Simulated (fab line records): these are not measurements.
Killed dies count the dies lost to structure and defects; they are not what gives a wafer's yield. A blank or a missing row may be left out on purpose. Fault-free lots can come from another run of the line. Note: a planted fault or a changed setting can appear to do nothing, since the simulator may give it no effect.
Chamber matching + flow gf180mcu + GF_V3_CMP_26 on cmp-02: 4 sister chambers
The step polishes, stops on SiO2, t overpolish 15 s, target thk 0 nm. 7 wafers are shown with their chamber, then 7 later ones without.

== EACH WAFER AND ITS CHAMBER ==
| wafer  | chamber | motor current A (A) | time to endpoint s (s) |
|--------|---------|---------------------|------------------------|
| L439.3 | 3       | 10.0                | 82.1                   |
| L441.2 | 0       | 10.4                | 78.4                   |
| L453.1 | 2       | 11.6                | 85.6                   |
| L453.2 | 0       | 10.3                | 82.3                   |
| L453.3 | 1       | 11.7                | 88.2                   |
| L454.1 | 2       | 11.8                | 85.6                   |
| L454.4 | 1       | 12.1                | 85.0                   |

== WAFERS WITH NO CHAMBER GIVEN ==
| wafer  | motor current A (A) | time to endpoint s (s) |
|--------|---------------------|------------------------|
| L454.5 | 12.1                | 82.7                   |
| L455.2 | 10.7                | 87.7                   |
| L455.3 | 10.4                | 81.7                   |
| L455.4 | 11.9                | 87.9                   |
| L459.1 | 11.2                | 88.8                   |
| L459.2 | 10.4                | 81.2                   |
| L459.6 | 10.7                | 82.5                   |

== EACH ONE'S CHAMBER ==
| wafer  | from the rows above          | in truth |
|--------|------------------------------|----------|
| L454.5 | can't be placed: 1 or 2      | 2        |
| L455.2 | can't be placed: 0 or 3 or 2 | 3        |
| L455.3 | can't be placed: 0 or 3      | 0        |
| L455.4 | can't be placed: 1 or 2      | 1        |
| L459.1 | can't be placed: 2 or 1      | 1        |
| L459.2 | can't be placed: 0 or 3      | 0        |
| L459.6 | can't be placed: 0 or 3      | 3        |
0 of 7 placed correctly. From these rows, 7 cannot be placed; in 7 the true chamber is one of the candidates. Wrongly placed: 0.
How it was worked out, from the rows above alone: a wafer's distance from a chamber is the root of the sum, over the readings, of the square of ((its reading less the chamber's mean) divided by the reading's scatter). The wafer belongs to the nearest chamber; if the next one is less than 2 further off, it can't be placed. For every chamber, the mean is computed from those of its wafers that are shown. The scatter is the square root of a quotient: the sum, over the shown wafers, of each reading's squared deviation from its chamber's mean, divided by wafers minus chambers.
